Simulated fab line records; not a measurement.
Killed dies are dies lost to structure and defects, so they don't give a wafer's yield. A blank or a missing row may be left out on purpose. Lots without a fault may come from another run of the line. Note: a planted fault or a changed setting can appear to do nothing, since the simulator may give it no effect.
Problem report, 8D (eight disciplines) form, completed by code | flow sky130 | the parts of the form that need people (team, actions taken, sign-off) are left out

== 1. WHAT WENT WRONG ==
Wafers without a fault read 199.3 s, standard deviation 0.57; run length s at SKY_VIA1_HDPCVD_00 reads a mean of 189.9 s on 3 wafers belonging to 2 lots. Measured from the usual mean, that is -17 standard deviations.
The step: deposits SiO2, target thk 1030 nm, time 171.7 s.
Earliest sighting: wafer L561.1 on hdpcvd-02 at day 38 16:54. The record has a number at this step for 33 wafers belonging to 11 lots. Rule for "out", or "out of limits": more than 4 standard deviations from the usual mean. Any other wafer with a number is counted as sound.

== 2. WHAT IT IS; WHAT IT IS NOT ==
question                    | is                     | is not
which readings at this step | run length s           | -
which lots                  | L561, L564             | L544, L545, L548, L549, L550, L554, L555, L565, L567
which wafers of those lots  | L561.1, L561.5, L564.1 | L561.2, L564.3, L564.4
read on which tools         | hdpcvd-02              | hdpcvd-01
when                        | from day 38 16:54      | up to then (22 sound wafers); but 8 sound wafers of L564, L565, L567 came after

== 3. WHAT RULES OUT EACH SUSPECT ==
Counting: if a tool at a process step up to the reading ran every lot that is out, it stays a suspect. Sound lots after the first of them don't rule it out here, since some wafers of a struck lot are sound.
- plasma asher-02 at SKY_METAL1_STRIP_20 (strips in O2/N2): kept. Ran every lot that is out, first one L561 (day 38 16:13); last sound lot up to then L549 (day 35 06:25).
- hdpcvd-02 at SKY_VIA1_HDPCVD_00 (deposits SiO2, target thk 1030 nm, time 171.7 s): kept. Ran every lot that is out, first one L561 (day 38 16:54); last sound lot up to then L555 (day 36 18:12). Its own readings are out on those wafers: run length s.
Remaining after the count are plasma asher-02 at SKY_METAL1_STRIP_20 and hdpcvd-02 at SKY_VIA1_HDPCVD_00.

== 4. THE CAUSE (what the simulator had put in) ==
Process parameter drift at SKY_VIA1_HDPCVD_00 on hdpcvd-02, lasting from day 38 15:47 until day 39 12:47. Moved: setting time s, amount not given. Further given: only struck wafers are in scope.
After counting, 2 suspects remain, this tool included.

== 5. SEQUENCE OF EFFECTS, ordered by route ==
Each row: a reading where the mean over the struck wafers with a number is more than 3 standard deviations away from the usual. Only readings for which the record gives a usual standard deviation are gone through. hours: the time from each lot's start at the first step in this table that gives one to its start at this step, as a median over the lots. sigmas: the change in usual standard deviations.
hours | step                 | reading         | usual   | on struck wafers | change | sigmas
0     | SKY_VIA1_HDPCVD_00   | run length s    | 199.3 s | 189.9            | -9.4   | -17
0     | SKY_VIA1_THK_MEAS_01 | VIA1_HDPCVD_THK | 1032 nm | 978              | -54    | -3.6
Here are the process steps it includes:
- SKY_VIA1_HDPCVD_00: deposits SiO2, target thk 1030 nm, time 171.7 s.

== 6. HOW IT WOULD HAVE BEEN CAUGHT EARLIER ==
In this record the first reading out of limits was taken at day 38 16:54, 1 hour after the fault began at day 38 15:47.
